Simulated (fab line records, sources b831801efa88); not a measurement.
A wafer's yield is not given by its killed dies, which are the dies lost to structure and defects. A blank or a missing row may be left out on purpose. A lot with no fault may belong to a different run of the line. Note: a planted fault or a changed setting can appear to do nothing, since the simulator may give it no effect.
fab line records ; flow gf180mcu
record: lots: 5; wafers: 23
route steps=602 shown V3@431 M4@472 V4@476 MIM@507
start_h: hours from the record's opening day to when the first of the lot's shown wafers began ; wait_h: time in hours since the lot's previous step ; " repeats the value in the row above ; L1.1+2: a row that stands for several wafers ; - either no value or no given start ; * or withheld: withheld ; < > ~ a bound
route shown NAME@n: a module of which the file shows steps, and the number in the route of the first ; usual: the fault-free wafers' mean and standard deviation ; same: alike in all rows ; chamber/n: place in a boat ; sites: per-site readings ; _std_site: the standard deviation of these ; _edge_site: mean of outer sites minus mean of inner sites ; radius_mm: for every site, how far away it sits from the centre of the wafer ; mask NAME#n: copy n ; behind: the tool/chamber that last shaped the wafer ; hold: why the lot went on hold/how many hours it stayed there/how the hold came to an end ; device: the n, p or np transistor that did not switch ; end of line: at the end of the route, the tests of the same wafers ; step lacking rows: just its recipe ; killed: at the first sort, the dies lost to defects and structure; wafer yield is something else ; map: shows each die of a wafer: x if killed, . if not, _ if none is there
set.NAME: the run value of the setting; set.NAME@STEP: its run value at that earlier step ; model.NAME: the simulator's own value behind a step, which no gauge read
lots with deliberately changed settings; one table per step, one row per wafer
== steps ==
step: GF_V3_CVD_02
recipe: material: SiO2; target_thk_nm: 850; precursor: TEOS; temp_c: 400; time_s: 94.851; rf_w: 600
lot.wafer;tool;chamber;start_h;wait_h;set.time_s;model.SiO2_of_V3_CVD_02.thk_nm
L075.2;pecvd-04;1;498.13;0.0;94.851;855.9
L075.3;pecvd-04;2;498.13;0.0;94.851;854.1
L075.4;pecvd-04;2;498.13;0.0;94.851;873.5
L077.1;pecvd-04;2;516.04;0.1;107.1;962.8
L077.2;pecvd-04;1;516.04;0.1;94.851;850.9
L077.3;pecvd-04;0;516.04;0.1;94.851;844.1
L077.4;pecvd-04;1;516.04;0.1;107.1;965
L077.6;pecvd-04;2;516.04;0.1;107.1;977.1
L080.2;pecvd-03;2;544.58;0.0;94.851;824.8
L080.3;pecvd-03;1;544.58;0.0;94.851;834
L080.4;pecvd-03;1;544.58;0.0;94.851;855.5
L080.5;pecvd-03;0;544.58;0.0;94.851;843.1
L080.6;pecvd-03;2;544.58;0.0;94.851;842.1
L081.1;pecvd-02;1;551.45;0.1;94.851;835.7
L081.2;pecvd-02;0;551.45;0.1;108;955.7
L081.3;pecvd-02;2;551.45;0.1;108;953.4
L081.5;pecvd-02;1;551.45;0.1;94.851;853.6
L081.6;pecvd-02;0;551.45;0.1;108;972.2
L082.2;pecvd-03;2;554.58;0.0;101.5;889.1
L082.3;pecvd-03;0;554.58;0.0;94.851;842.2
L082.4;pecvd-03;0;554.58;0.0;101.5;921
L082.5;pecvd-03;2;554.58;0.0;101.5;911.2
L082.6;pecvd-03;1;554.58;0.0;94.851;848.7
step: GF_V3_THK_MEAS_03
recipe: reads: SiO2_of_V3_CVD_02
usual: V3_CVD_02_THK: 849/14
lot.wafer;tool;chamber;start_h;wait_h;set.time_s@V3_CVD_02;V3_CVD_02_THK[nm]
L075.2;film_metro-02;-;498.21;0.0;94.851;856
L075.3;film_metro-02;-;498.21;0.0;94.851;854
L075.4;film_metro-02;-;498.21;0.0;94.851;874
L077.1;film_metro-01;-;516.11;0.0;107.1;964
L077.2;film_metro-01;-;516.11;0.0;94.851;851
L077.3;film_metro-01;-;516.11;0.0;94.851;844
L077.4;film_metro-01;-;516.11;0.0;107.1;966
L077.6;film_metro-01;-;516.11;0.0;107.1;977
L080.2;film_metro-01;-;544.65;0.0;94.851;825
L080.3;film_metro-01;-;544.65;0.0;94.851;834
L080.4;film_metro-01;-;544.65;0.0;94.851;855
L080.5;film_metro-01;-;544.65;0.0;94.851;843
L080.6;film_metro-01;-;544.65;0.0;94.851;843
L081.1;film_metro-01;-;551.52;0.0;94.851;835
L081.2;film_metro-01;-;551.52;0.0;108;956
L081.3;film_metro-01;-;551.52;0.0;108;953
L081.5;film_metro-01;-;551.52;0.0;94.851;854
L081.6;film_metro-01;-;551.52;0.0;108;972
L082.2;film_metro-01;-;554.66;0.0;101.5;889
L082.3;film_metro-01;-;554.66;0.0;94.851;842
L082.4;film_metro-01;-;554.66;0.0;101.5;921
L082.5;film_metro-01;-;554.66;0.0;101.5;911
L082.6;film_metro-01;-;554.66;0.0;94.851;849
step: GF_V3_CMP_04
recipe: material: SiO2; down_force_psi: 4; platen_rpm: 60; pad_velocity_m_s: 0.94248
usual: time_to_endpoint_s: 77/5.8
lot.wafer;tool;chamber;start_h;wait_h;set.time_s@V3_CVD_02;time_to_endpoint_s
L075.3;cmp-01;3;498.26;0.0;94.851;79
L075.4;cmp-01;0;498.26;0.0;94.851;82
L075.2;cmp-01;1;498.26;0.0;94.851;79
L077.2;cmp-01;3;516.17;0.0;94.851;78
L077.1;cmp-01;0;516.17;0.0;107.1;114
L077.4;cmp-01;1;516.17;0.0;107.1;122
L077.3;cmp-01;2;516.17;0.0;94.851;72
L077.6;cmp-01;0;516.17;0.0;107.1;124
L080.3;cmp-01;2;544.75;0.1;94.851;73
L080.2;cmp-01;3;544.75;0.1;94.851;74
L080.4;cmp-01;0;544.75;0.1;94.851;82
L080.5;cmp-01;1;544.75;0.1;94.851;80
L080.6;cmp-01;2;544.75;0.1;94.851;78
L081.3;cmp-01;1;551.61;0.1;108;120
L081.1;cmp-01;3;551.61;0.1;94.851;78
L081.2;cmp-01;0;551.61;0.1;108;118
L081.6;cmp-01;1;551.61;0.1;108;127
L081.5;cmp-01;2;551.61;0.1;94.851;83
L082.4;cmp-02;1;554.76;0.1;101.5;95
L082.3;cmp-02;2;554.76;0.1;94.851;73
L082.2;cmp-02;3;554.76;0.1;101.5;90
L082.6;cmp-02;0;554.76;0.1;94.851;74
L082.5;cmp-02;1;554.76;0.1;101.5;94
step: GF_V3_CVD_23
recipe: material: W; target_thk_nm: 350; time_s: 104.9; temp_c: 400; pressure_torr: 40
lot.wafer;tool;chamber;start_h;wait_h;set.temp_c;model.W_of_V3_CVD_23.thk_nm
L075.2;cvd_w-01;1;523.13;0.0;400;346.7
L075.3;cvd_w-01;0;523.13;0.0;400;349
L075.4;cvd_w-01;1;523.13;0.0;400;347.9
L077.1;cvd_w-02;0;540.45;0.0;403.1;373.7
L077.2;cvd_w-02;1;540.45;0.0;403.1;370.2
L077.3;cvd_w-02;0;540.45;0.0;400;353
L077.4;cvd_w-02;1;540.45;0.0;403.1;372.9
L077.6;cvd_w-02;0;540.45;0.0;400;352.8
L080.2;cvd_w-01;0;568.20;0.0;396.4;327
L080.3;cvd_w-01;0;568.20;0.0;400;350.8
L080.4;cvd_w-01;1;568.20;0.0;400;349.9
L080.5;cvd_w-01;0;568.20;0.0;396.4;327.6
L080.6;cvd_w-01;1;568.20;0.0;400;345.6
L081.1+2;cvd_w-01;0,1;575.20;0.0;400;344.9
L081.3;cvd_w-01;0;575.20;0.0;400;348
L081.5;cvd_w-01;0;575.20;0.0;400;347.5
L081.6;cvd_w-01;1;575.20;0.0;400;345.9
L082.2;cvd_w-02;0;577.88;0.0;407.3;398.8
L082.3;cvd_w-02;1;577.88;0.0;400;351.3
L082.4;cvd_w-02;0;577.88;0.0;400;355.2
L082.5;cvd_w-02;0;577.88;0.0;400;350.9
L082.6;cvd_w-02;1;577.88;0.0;407.3;401.5
step: GF_V3_RS_MEAS_24
recipe: thk_meas_gauge: four-point-probe; reads: W_of_V3_CVD_23+TiN_of_V3_SPUTTER_22+Ti_of_V3_SPUTTER_21
usual: V3_W_RS: 0.3272/0.003
lot.wafer;tool;chamber;start_h;wait_h;set.temp_c@V3_CVD_23;V3_W_RS[ohm/sq]
L075.2;film_metro-02;-;523.27;0.1;400;0.3304
L075.3;film_metro-02;-;523.27;0.1;400;0.3281
L075.4;film_metro-02;-;523.27;0.1;400;0.3297
L077.1;film_metro-04;-;540.56;0.1;403.1;0.3053
L077.2;film_metro-04;-;540.56;0.1;403.1;0.3087
L077.3;film_metro-04;-;540.56;0.1;400;0.3247
L077.4;film_metro-04;-;540.56;0.1;403.1;0.3067
L077.6;film_metro-04;-;540.56;0.1;400;0.3241
L080.2;film_metro-04;-;568.33;0.1;396.4;0.3503
L080.3;film_metro-04;-;568.33;0.1;400;0.3258
L080.4;film_metro-04;-;568.33;0.1;400;0.3265
L080.5;film_metro-04;-;568.33;0.1;396.4;0.3503
L080.6;film_metro-04;-;568.33;0.1;400;0.3309
L081.1;film_metro-02;-;575.32;0.1;400;0.3320
L081.2;film_metro-02;-;575.32;0.1;400;0.3325
L081.3;film_metro-02;-;575.32;0.1;400;0.3290
L081.5;film_metro-02;-;575.32;0.1;400;0.3295
L081.6;film_metro-02;-;575.32;0.1;400;0.3309
L082.2;film_metro-04;-;578.01;0.1;407.3;0.2872
L082.3;film_metro-04;-;578.01;0.1;400;0.3257
L082.4;film_metro-04;-;578.01;0.1;400;0.3214
L082.5;film_metro-04;-;578.01;0.1;400;0.3262
L082.6;film_metro-04;-;578.01;0.1;407.3;0.2848
step: GF_V3_THK_MEAS_25
recipe: thk_meas_gauge: xrf; reads: W_of_V3_CVD_23
usual: V3_W_THK: 357/5.2
lot.wafer;tool;chamber;start_h;wait_h;set.temp_c@V3_CVD_23;V3_W_THK[nm]
L075.2;film_metro-02;-;523.38;0.1;400;353
L075.3;film_metro-02;-;523.38;0.1;400;355
L075.4;film_metro-02;-;523.38;0.1;400;353
L077.1;film_metro-04;-;540.68;0.1;403.1;388
L077.2;film_metro-04;-;540.68;0.1;403.1;381
L077.3;film_metro-04;-;540.68;0.1;400;365
L077.4;film_metro-04;-;540.68;0.1;403.1;384
L077.6;film_metro-04;-;540.68;0.1;400;362
L080.2;film_metro-04;-;568.44;0.1;396.4;333
L080.3;film_metro-04;-;568.44;0.1;400;359
L080.4;film_metro-04;-;568.44;0.1;400;358
L080.5;film_metro-04;-;568.44;0.1;396.4;335
L080.6;film_metro-04;-;568.44;0.1;400;353
L081.1;film_metro-02;-;575.44;0.1;400;356
L081.2;film_metro-02;-;575.44;0.1;400;357
L081.3;film_metro-02;-;575.44;0.1;400;358
L081.5;film_metro-02;-;575.44;0.1;400;358
L081.6;film_metro-02;-;575.44;0.1;400;357
L082.2;film_metro-04;-;578.12;0.1;407.3;411
L082.3;film_metro-04;-;578.12;0.1;400;361
L082.4;film_metro-04;-;578.12;0.1;400;367
L082.5;film_metro-04;-;578.12;0.1;400;361
L082.6;film_metro-04;-;578.12;0.1;407.3;416
step: GF_M4_METAL_ETCH_16
recipe: chemistry: Cl2/BCl3; mask_material: KrF; target_depth_nm: 627.5; stop_on: SiO2; pressure_mtorr: 8; icp_w: 800; bias_w: 140; Cl2_flow_sccm: 80; bcl3_flow_sccm: 40; time_s: 104.6
lot.wafer;tool;chamber;start_h;wait_h;set.time_s
L075.2+3+4;rie_metal-01;1,0,1;547.07;0.0;104.6
L077.1+2+3+4+6;rie_metal-02;1;562.95;0.0;104.6
L080.2+4+6;rie_metal-02;0,0,1;590.50;0.0;94.97
L080.3+5;rie_metal-02;1,0;590.50;0.0;104.6
L081.1+3;rie_metal-02;1;597.80;0.0;111
L081.2+5+6;rie_metal-02;0,0,1;597.80;0.0;104.6
L082.2+3+4+5+6;rie_metal-04;1,1,0,0,1;599.72;0.0;104.6
step: GF_M4_STRIP_17
recipe: chemistry: O2/N2; power_w: 1400; pressure_mtorr: 1500; platen_temp_c: 250; o2_flow_sccm: 3000; n2_flow_sccm: 300; overash_fraction: 0.5
usual: strip_time_to_endpoint_s: 7.86/0.036
lot.wafer;tool;chamber;start_h;wait_h;set.time_s@M4_METAL_ETCH_16;strip_time_to_endpoint_s
L075.2;plasma_asher-03;1;547.19;0.1;104.6;7.84
L075.3;plasma_asher-03;1;547.19;0.1;104.6;7.85
L075.4;plasma_asher-03;0;547.19;0.1;104.6;7.87
L077.1;plasma_asher-02;1;563.18;0.2;104.6;7.86
L077.2;plasma_asher-02;0;563.18;0.2;104.6;7.87
L077.3;plasma_asher-02;0;563.18;0.2;104.6;7.87
L077.4;plasma_asher-02;1;563.18;0.2;104.6;7.86
L077.6;plasma_asher-02;1;563.18;0.2;104.6;7.88
L080.2;plasma_asher-03;0;590.62;0.1;94.97;8.13
L080.3;plasma_asher-03;0;590.62;0.1;104.6;7.85
L080.4;plasma_asher-03;1;590.62;0.1;94.97;8.15
L080.5;plasma_asher-03;0;590.62;0.1;104.6;7.91
L080.6;plasma_asher-03;1;590.62;0.1;94.97;8.12
L081.1;plasma_asher-02;0;597.95;0.1;111;7.79
L081.2;plasma_asher-02;1;597.95;0.1;104.6;7.93
L081.3;plasma_asher-02;0;597.95;0.1;111;7.78
L081.5;plasma_asher-02;1;597.95;0.1;104.6;7.99
L081.6;plasma_asher-02;0;597.95;0.1;104.6;7.88
L082.2;plasma_asher-04;0;599.84;0.1;104.6;7.91
L082.3;plasma_asher-04;1;599.84;0.1;104.6;7.91
L082.4;plasma_asher-04;0;599.84;0.1;104.6;7.87
L082.5;plasma_asher-04;0;599.84;0.1;104.6;7.85
L082.6;plasma_asher-04;1;599.84;0.1;104.6;7.92
step: GF_V4_CVD_00
recipe: material: SiO2; target_thk_nm: 600; sigma_open_frac: 0.3; temp_c: 400; time_s: 100; sih4_flow_sccm: 60; pressure_mtorr: 6
lot.wafer;tool;chamber;start_h;wait_h;set.sih4_flow_sccm;model.SiO2_of_V4_CVD_00.thk_nm
L075.2;hdpcvd-02;2;547.83;0.0;60;594.7
L075.3;hdpcvd-02;1;547.83;0.0;60;596.1
L075.4;hdpcvd-02;0;547.83;0.0;60;603.4
L077.1;hdpcvd-02;0;563.71;0.0;66.16;668.3
L077.2;hdpcvd-02;1;563.71;0.0;60;604.8
L077.3;hdpcvd-02;2;563.71;0.0;66.16;656.9
L077.4;hdpcvd-02;1;563.71;0.0;60;603.5
L077.6;hdpcvd-02;0;563.71;0.0;60;602.3
L080.2;hdpcvd-02;1;591.24;0.0;65.39;660.7
L080.3;hdpcvd-02;0;591.24;0.0;65.39;667.1
L080.4;hdpcvd-02;0;591.24;0.0;65.39;657.5
L080.5;hdpcvd-02;1;591.24;0.0;60;612.8
L080.6;hdpcvd-02;2;591.24;0.0;60;606.9
L081.1;hdpcvd-02;0;598.49;0.0;52;522.9
L081.2;hdpcvd-02;1;598.49;0.0;52;528.4
L081.3;hdpcvd-02;2;598.49;0.0;60;608.1
L081.5;hdpcvd-02;2;598.49;0.0;60;609.3
L081.6;hdpcvd-02;0;598.49;0.0;60;603.3
L082.2;hdpcvd-02;2;600.37;0.0;64.89;660.4
L082.3;hdpcvd-02;0;600.37;0.0;60;600.8
L082.4;hdpcvd-02;0;600.37;0.0;64.89;650
L082.5;hdpcvd-02;1;600.37;0.0;60;604.8
L082.6;hdpcvd-02;2;600.37;0.0;60;602.3
step: GF_V4_THK_MEAS_01
recipe: reads: SiO2_of_V4_CVD_00
usual: V4_CVD_00_THK: 603/5.8
lot.wafer;tool;chamber;start_h;wait_h;set.sih4_flow_sccm@V4_CVD_00;V4_CVD_00_THK[nm]
L075.2;film_metro-03;-;547.91;0.0;60;594
L075.3;film_metro-03;-;547.91;0.0;60;596
L075.4;film_metro-03;-;547.91;0.0;60;603
L077.1;film_metro-01;-;563.78;0.0;66.16;668
L077.2;film_metro-01;-;563.78;0.0;60;605
L077.3;film_metro-01;-;563.78;0.0;66.16;656
L077.4;film_metro-01;-;563.78;0.0;60;603
L077.6;film_metro-01;-;563.78;0.0;60;602
L080.2;film_metro-03;-;591.32;0.0;65.39;660
L080.3;film_metro-03;-;591.32;0.0;65.39;667
L080.4;film_metro-03;-;591.32;0.0;65.39;657
L080.5;film_metro-03;-;591.32;0.0;60;613
L080.6;film_metro-03;-;591.32;0.0;60;607
L081.1;film_metro-03;-;598.56;0.0;52;523
L081.2;film_metro-03;-;598.56;0.0;52;528
L081.3;film_metro-03;-;598.56;0.0;60;608
L081.5;film_metro-03;-;598.56;0.0;60;609
L081.6;film_metro-03;-;598.56;0.0;60;604
L082.2;film_metro-01;-;600.45;0.0;64.89;660
L082.3;film_metro-01;-;600.45;0.0;60;600
L082.4;film_metro-01;-;600.45;0.0;64.89;650
L082.5;film_metro-01;-;600.45;0.0;60;605
L082.6;film_metro-01;-;600.45;0.0;60;602
step: GF_V4_COAT_09
recipe: resist: KrF; spin_rpm: withheld; resist_thk_nm: 1000
lot.wafer;tool;chamber;start_h;wait_h;set.resist_thk_nm;model.KrF_of_V4_COAT_09.thk_nm
L075.2;litho_track-04;0;-;-;1000;994.4
L075.3;litho_track-04;0;-;-;1000;993.6
L075.4;litho_track-04;0;-;-;1000;994.7
L077.1;litho_track-04;0;-;-;1000;995.7
L077.2;litho_track-04;0;-;-;1029;1023
L077.3;litho_track-04;0;-;-;1029;1022
L077.4;litho_track-04;0;-;-;1000;993.1
L077.6;litho_track-04;0;-;-;1000;994.7
L080.2;litho_track-03;0;-;-;1000;1005
L080.3;litho_track-03;0;-;-;1000;1004
L080.4;litho_track-03;0;-;-;969.8;973.4
L080.5;litho_track-03;0;-;-;969.8;969.7
L080.6;litho_track-03;0;-;-;1000;1006
L081.1;litho_track-04;0;-;-;1000;998.5
L081.2+5;litho_track-04;0;-;-;1000;998.6
L081.3;litho_track-04;0;-;-;1000;999.7
L081.6;litho_track-04;0;-;-;1000;998
L082.2;litho_track-04;0;-;-;962.6;961.4
L082.3;litho_track-04;0;-;-;1000;997.6
L082.4;litho_track-04;0;-;-;1000;1000
L082.5;litho_track-04;0;-;-;962.6;961.8
L082.6;litho_track-04;0;-;-;962.6;959.2
step: GF_MIM_SPUTTER_04
recipe: material: TiN; target_thk_nm: 50; power_w: 6500; time_s: 41.7; chamber_pressure_pa: 0.4
lot.wafer;tool;chamber;start_h;wait_h;set.time_s;model.TiN_of_MIM_SPUTTER_04.thk_nm
L075.2;pvd_sputter-02;-;572.45;0.0;41.7;50.56
L075.3;pvd_sputter-02;-;572.45;0.0;41.7;50.35
L075.4;pvd_sputter-02;-;572.45;0.0;41.7;50.53
L077.1;pvd_sputter-04;-;587.55;0.0;41.7;49.55
L077.2;pvd_sputter-04;-;587.55;0.0;41.7;49.32
L077.3;pvd_sputter-04;-;587.55;0.0;41.7;50.12
L077.4;pvd_sputter-04;-;587.55;0.0;41.7;49.93
L077.6;pvd_sputter-04;-;587.55;0.0;41.7;49.48
L080.2;pvd_sputter-01;-;615.08;0.0;41.7;50.67
L080.3;pvd_sputter-01;-;615.08;0.0;38.31;46.59
L080.4;pvd_sputter-01;-;615.08;0.0;41.7;50.63
L080.5;pvd_sputter-01;-;615.08;0.0;41.7;50.49
L080.6;pvd_sputter-01;-;615.08;0.0;38.31;45.96
L081.1;pvd_sputter-01;-;622.55;0.0;41.7;50.75
L081.2;pvd_sputter-01;-;622.55;0.0;47.16;56.49
L081.3+6;pvd_sputter-01;-;622.55;0.0;47.16;56.81
L081.5;pvd_sputter-01;-;622.55;0.0;41.7;50.56
L082.2;pvd_sputter-02;-;623.75;0.0;41.7;49.66
L082.3;pvd_sputter-02;-;623.75;0.0;41.7;49.9
L082.4;pvd_sputter-02;-;623.75;0.0;41.7;49.5
L082.5+6;pvd_sputter-02;-;623.75;0.0;41.7;49.69
step: GF_MIM_SPUTTER_08
recipe: material: AlCu; target_thk_nm: 200; power_w: 10600; time_s: 10.6; chamber_pressure_pa: 0.4
lot.wafer;tool;chamber;start_h;wait_h;set.power_w;model.AlCu_of_MIM_SPUTTER_08.thk_nm
L075.2;pvd_sputter-01;-;572.63;0.0;10600;201.3
L075.3+4;pvd_sputter-01;-;572.63;0.0;10600;199.9
L077.1;pvd_sputter-01;-;587.73;0.0;9350;178
L077.2;pvd_sputter-01;-;587.73;0.0;10600;200
L077.3;pvd_sputter-01;-;587.73;0.0;9350;174.7
L077.4;pvd_sputter-01;-;587.73;0.0;10600;201.8
L077.6;pvd_sputter-01;-;587.73;0.0;9350;178.5
L080.2;pvd_sputter-02;-;615.26;0.0;10600;201.3
L080.3;pvd_sputter-02;-;615.26;0.0;10600;200
L080.4;pvd_sputter-02;-;615.26;0.0;11720;222.1
L080.5;pvd_sputter-02;-;615.26;0.0;11720;221.5
L080.6;pvd_sputter-02;-;615.26;0.0;11720;222
L081.1;pvd_sputter-04;-;622.73;0.0;10600;197.1
L081.2;pvd_sputter-04;-;622.73;0.0;10600;199.3
L081.3;pvd_sputter-04;-;622.73;0.0;10600;198.9
L081.5;pvd_sputter-04;-;622.73;0.0;10600;197.9
L081.6;pvd_sputter-04;-;622.73;0.0;10600;197.5
L082.2;pvd_sputter-01;-;623.93;0.0;10600;201.4
L082.3;pvd_sputter-01;-;623.93;0.0;10600;199.8
L082.4;pvd_sputter-01;-;623.93;0.0;10600;199.5
L082.5;pvd_sputter-01;-;623.93;0.0;10600;200.6
L082.6;pvd_sputter-01;-;623.93;0.0;10600;200.5
step: GF_MIM_SPUTTER_09
recipe: material: TiN; target_thk_nm: 35; power_w: 6594; time_s: 29.2; chamber_pressure_pa: 0.4
step: GF_MIM_RS_MEAS_10
recipe: thk_meas_gauge: four-point-probe; reads: TiN_of_MIM_SPUTTER_09+AlCu_of_MIM_SPUTTER_08+TiN_of_MIM_SPUTTER_07
usual: MIM_ALCU_RS: 0.1599/0.0017
lot.wafer;tool;chamber;start_h;wait_h;set.power_w@MIM_SPUTTER_08;MIM_ALCU_RS[ohm/sq]
L075.2;film_metro-04;-;572.70;0.0;10600;0.1587
L075.3;film_metro-04;-;572.70;0.0;10600;0.1601
L075.4;film_metro-04;-;572.70;0.0;10600;0.1599
L077.1;film_metro-03;-;587.78;0.0;9350;0.1806
L077.2;film_metro-03;-;587.78;0.0;10600;0.1598
L077.3;film_metro-03;-;587.78;0.0;9350;0.1845
L077.4;film_metro-03;-;587.78;0.0;10600;0.1585
L077.6;film_metro-03;-;587.78;0.0;9350;0.1803
L080.2;film_metro-02;-;615.33;0.0;10600;0.1592
L080.3;film_metro-02;-;615.33;0.0;10600;0.1600
L080.4;film_metro-02;-;615.33;0.0;11720;0.1435
L080.5;film_metro-02;-;615.33;0.0;11720;0.1437
L080.6;film_metro-02;-;615.33;0.0;11720;0.1436
L081.1;film_metro-03;-;622.79;0.0;10600;0.1626
L081.2;film_metro-03;-;622.79;0.0;10600;0.1606
L081.3;film_metro-03;-;622.79;0.0;10600;0.1614
L081.5;film_metro-03;-;622.79;0.0;10600;0.1619
L081.6;film_metro-03;-;622.79;0.0;10600;0.1620
L082.2;film_metro-04;-;624.01;0.0;10600;0.1589
L082.3;film_metro-04;-;624.01;0.0;10600;0.1603
L082.4;film_metro-04;-;624.01;0.0;10600;0.1602
L082.5;film_metro-04;-;624.01;0.0;10600;0.1598
L082.6;film_metro-04;-;624.01;0.0;10600;0.1598
step: GF_MIM_THK_MEAS_11
recipe: thk_meas_gauge: xrf; reads: AlCu_of_MIM_SPUTTER_08
usual: MIM_ALCU_THK: 199.2/2.2
lot.wafer;tool;chamber;start_h;wait_h;set.power_w@MIM_SPUTTER_08;MIM_ALCU_THK[nm]
L075.2;film_metro-04;-;572.81;0.1;10600;201.0
L075.3;film_metro-04;-;572.81;0.1;10600;198.9
L075.4;film_metro-04;-;572.81;0.1;10600;198.7
L077.1;film_metro-03;-;587.90;0.1;9350;176.5
L077.2;film_metro-03;-;587.90;0.1;10600;199.6
L077.3;film_metro-03;-;587.90;0.1;9350;174.0
L077.4;film_metro-03;-;587.90;0.1;10600;201.6
L077.6;film_metro-03;-;587.90;0.1;9350;177.8
L080.2;film_metro-02;-;615.44;0.1;10600;200.0
L080.3;film_metro-02;-;615.44;0.1;10600;198.3
L080.4;film_metro-02;-;615.44;0.1;11720;220.1
L080.5;film_metro-02;-;615.44;0.1;11720;220.8
L080.6;film_metro-02;-;615.44;0.1;11720;220.8
L081.1;film_metro-03;-;622.91;0.1;10600;195.4
L081.2;film_metro-03;-;622.91;0.1;10600;196.6
L081.3;film_metro-03;-;622.91;0.1;10600;196.9
L081.5;film_metro-03;-;622.91;0.1;10600;196.0
L081.6;film_metro-03;-;622.91;0.1;10600;196.1
L082.2;film_metro-04;-;624.12;0.1;10600;200.5
L082.3;film_metro-04;-;624.12;0.1;10600;199.8
L082.4;film_metro-04;-;624.12;0.1;10600;199.3
L082.5;film_metro-04;-;624.12;0.1;10600;200.4
L082.6;film_metro-04;-;624.12;0.1;10600;199.5
step: GF_MIM_EXPOSE_16
recipe: mask_id: FuseTop; target_cd_nm: 2000; na: 0.6; source_shape: conventional; sigma_outer: 0.6; dose_mj: 140
lot.wafer;tool;chamber;start_h;wait_h;mask;set.dose_mj
L075.2+3+4;iline_stepper-01;0;-;-;FuseTop#0;140
L077.1+3+4;iline_stepper-02;0;-;-;FuseTop#0;147.8
L077.2+6;iline_stepper-02;0;-;-;FuseTop#0;140
L080.2+3+4;iline_stepper-02;0;-;-;FuseTop#0;140
L080.5+6;iline_stepper-02;0;-;-;FuseTop#0;131.6
L081.1+6;iline_stepper-02;0;-;-;FuseTop#0;137.3
L081.2+3+5;iline_stepper-02;0;-;-;FuseTop#0;140
L082.2+4+5;iline_stepper-02;0;-;-;FuseTop#0;140
L082.3+6;iline_stepper-02;0;-;-;FuseTop#0;130.1
step: GF_MIM_PEB_17
recipe: temp_c: withheld; time_s: *; resist: NOVOLAK
step: GF_MIM_DEVELOP_18
recipe: develop_time_s: 60; dev_temp_c: 23
step: GF_MIM_METAL_ETCH_19
recipe: chemistry: Cl2/BCl3; mask_material: NOVOLAK; stop_on: Si3N4; target_depth_nm: 324.5; pressure_mtorr: 8; icp_w: 800; bias_w: 140; Cl2_flow_sccm: 80; bcl3_flow_sccm: 40; time_s: 54.1
usual: oes_product_au: 0.942/0.0056
lot.wafer;tool;chamber;start_h;wait_h;set.power_w@MIM_SPUTTER_08;set.dose_mj@MIM_EXPOSE_16;oes_product_au;model.MIM.cd_nm
L075.2;rie_metal-02;0;594.45;0.1;10600;140;0.941;2002
L075.3;rie_metal-02;0;594.45;0.1;10600;140;0.940;2003
L075.4;rie_metal-02;1;594.45;0.1;10600;140;0.940;2004
L077.1;rie_metal-02;0;609.20;0.1;9350;147.8;0.898;1986
L077.2;rie_metal-02;1;609.20;0.1;10600;140;0.950;2000
L077.3;rie_metal-02;1;609.20;0.1;9350;147.8;0.893;1987
L077.4;rie_metal-02;0;609.20;0.1;10600;147.8;0.954;1988
L077.6;rie_metal-02;1;609.20;0.1;9350;140;0.894;1999
L080.2;rie_metal-02;0;635.64;0.1;10600;140;0.949;2001
L080.3;rie_metal-02;0;635.64;0.1;10600;140;0.941;2002
L080.4;rie_metal-02;1;635.64;0.1;11720;140;0.986;2001
L080.5;rie_metal-02;1;635.64;0.1;11720;131.6;0.985;2018
L080.6;rie_metal-02;0;635.64;0.1;11720;131.6;0.986;2019
L081.1;rie_metal-02;1;642.48;0.1;10600;137.3;0.936;2004
L081.2;rie_metal-02;0;642.48;0.1;10600;140;0.933;2002
L081.3;rie_metal-02;1;642.48;0.1;10600;140;0.944;2001
L081.5;rie_metal-02;0;642.48;0.1;10600;140;0.947;2001
L081.6;rie_metal-02;1;642.48;0.1;10600;137.3;0.929;2006
L082.2;rie_metal-01;1;643.73;0.1;10600;140;0.944;2001
L082.3;rie_metal-01;0;643.73;0.1;10600;130.1;0.943;2024
L082.4;rie_metal-01;1;643.73;0.1;10600;140;0.943;2002
L082.5;rie_metal-01;0;643.73;0.1;10600;140;0.943;2002
L082.6;rie_metal-01;1;643.73;0.1;10600;130.1;0.932;2020
== key ==
split: step: GF_V3_CVD_02; setting: time_s; stated: 94.851; by: wafer
response: step: GF_V3_CVD_02; reading: model.SiO2_of_V3_CVD_02.thk_nm; change: +8.82; per: 1%; r: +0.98
response: step: GF_V3_THK_MEAS_03; reading: V3_CVD_02_THK; change: +8.84; per: 1%; r: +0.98
response: step: GF_V3_CMP_04; reading: time_to_endpoint_s; change: *; per: 1%; r: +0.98
split: step: GF_V3_CVD_23; setting: temp_c; stated: 400; by: wafer
response: step: GF_V3_CVD_23; reading: model.W_of_V3_CVD_23.thk_nm; change: +25.6; per: 1%; r: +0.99
response: step: GF_V3_RS_MEAS_24; reading: V3_W_RS; change: -0.0219; per: 1%; r: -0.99
response: step: GF_V3_THK_MEAS_25; reading: V3_W_THK; change: +27.2; per: 1%; r: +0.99
split: step: GF_M4_METAL_ETCH_16; setting: time_s; stated: 104.6; by: wafer
response: step: GF_M4_STRIP_17; reading: strip_time_to_endpoint_s; change: *; per: 1%; r: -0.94
split: step: GF_V4_CVD_00; setting: sih4_flow_sccm; stated: 60; by: wafer
response: step: GF_V4_CVD_00; reading: model.SiO2_of_V4_CVD_00.thk_nm; change: +6.01; per: 1%; r: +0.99
response: step: GF_V4_THK_MEAS_01; reading: V4_CVD_00_THK; change: +6; per: 1%; r: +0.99
split: step: GF_V4_COAT_09; setting: resist_thk_nm; stated: 1000; by: wafer
response: step: GF_V4_COAT_09; reading: model.KrF_of_V4_COAT_09.thk_nm; change: +10.2; per: 1%; r: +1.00
split: step: GF_MIM_SPUTTER_04; setting: time_s; stated: 41.7; by: wafer
response: step: GF_MIM_SPUTTER_04; reading: model.TiN_of_MIM_SPUTTER_04.thk_nm; change: +0.481; per: 1%; r: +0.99
split: step: GF_MIM_SPUTTER_08; setting: power_w; stated: 10600; by: wafer
response: step: GF_MIM_SPUTTER_08; reading: model.AlCu_of_MIM_SPUTTER_08.thk_nm; change: +2.02; per: 1%; r: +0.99
response: step: GF_MIM_RS_MEAS_10; reading: MIM_ALCU_RS; change: -0.00174; per: 1%; r: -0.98
response: step: GF_MIM_THK_MEAS_11; reading: MIM_ALCU_THK; change: +2.05; per: 1%; r: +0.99
response: step: GF_MIM_METAL_ETCH_19; reading: oes_product_au; change: +0.00438; per: 1%; r: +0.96
split: step: GF_MIM_EXPOSE_16; setting: dose_mj; stated: 140; by: wafer
response: step: GF_MIM_METAL_ETCH_19; reading: model.MIM.cd_nm; change: -2.69; per: 1%; r: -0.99
